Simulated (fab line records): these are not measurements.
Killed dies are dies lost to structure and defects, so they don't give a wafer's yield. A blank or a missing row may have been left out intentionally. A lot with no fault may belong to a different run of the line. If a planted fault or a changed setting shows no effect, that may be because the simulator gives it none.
Matching of chambers -- flow sky130 -- 4 sister chambers for SKY_VIA1_ETCH_14 on rie diel-03
The step etches BARC in N2/H2, stops on SiO2, time 45.9 s, target depth 60 nm. 4 wafers are shown with their chamber, then 12 later ones without.

## WAFERS PAIRED WITH THEIR CHAMBERS
wafer,chamber,oes product au (a.u.)
L086.5,1,0.850
L088.1,2,0.861
L088.2,3,0.863
L088.5,0,0.852

## WAFERS WHOSE CHAMBER IS MISSING
wafer,oes product au (a.u.)
L089.1,0.857
L089.5,0.857
L089.6,0.857
L091.3,0.857
L091.4,0.855
L091.5,0.858
L094.1,0.850
L094.3,0.855
L094.6,0.852
L097.3,0.858
L097.4,0.857
L097.5,0.851

## THE CHAMBER EACH PASSED THROUGH
wafer,from the rows above,in truth
L089.1,can't be placed: 2 or 0 or 3 or 1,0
L089.5,can't be placed: 2 or 0 or 3 or 1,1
L089.6,can't be placed: 2 or 0 or 3 or 1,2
L091.3,can't be placed: 2 or 0 or 3 or 1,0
L091.4,can't be placed: 0 or 1 or 2 or 3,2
L091.5,can't be placed: 2 or 3 or 0 or 1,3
L094.1,can't be placed: 1 or 0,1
L094.3,can't be placed: 0 or 1 or 2 or 3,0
L094.6,can't be placed: 0 or 1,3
L097.3,can't be placed: 2 or 3 or 0 or 1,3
L097.4,can't be placed: 2 or 0 or 3 or 1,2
L097.5,can't be placed: 0 or 1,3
Placed correctly: 0 of 12. Unplaceable from these rows: 12, with the true chamber sitting among the candidates in 10. Number placed wrongly: 0.
How it was worked out, from the rows above alone: a wafer's distance from a chamber is the root of the sum, over the readings, of the square of ((its reading less the chamber's mean) divided by the reading's scatter). The wafer belongs to the nearest chamber; if the next one is less than 2 further off, it can't be placed. The mean given for a chamber averages the wafers shown for that chamber. The scatter: root of mean squared gap, hidden wafer to nearest shown wafer, with one shown wafer a chamber.
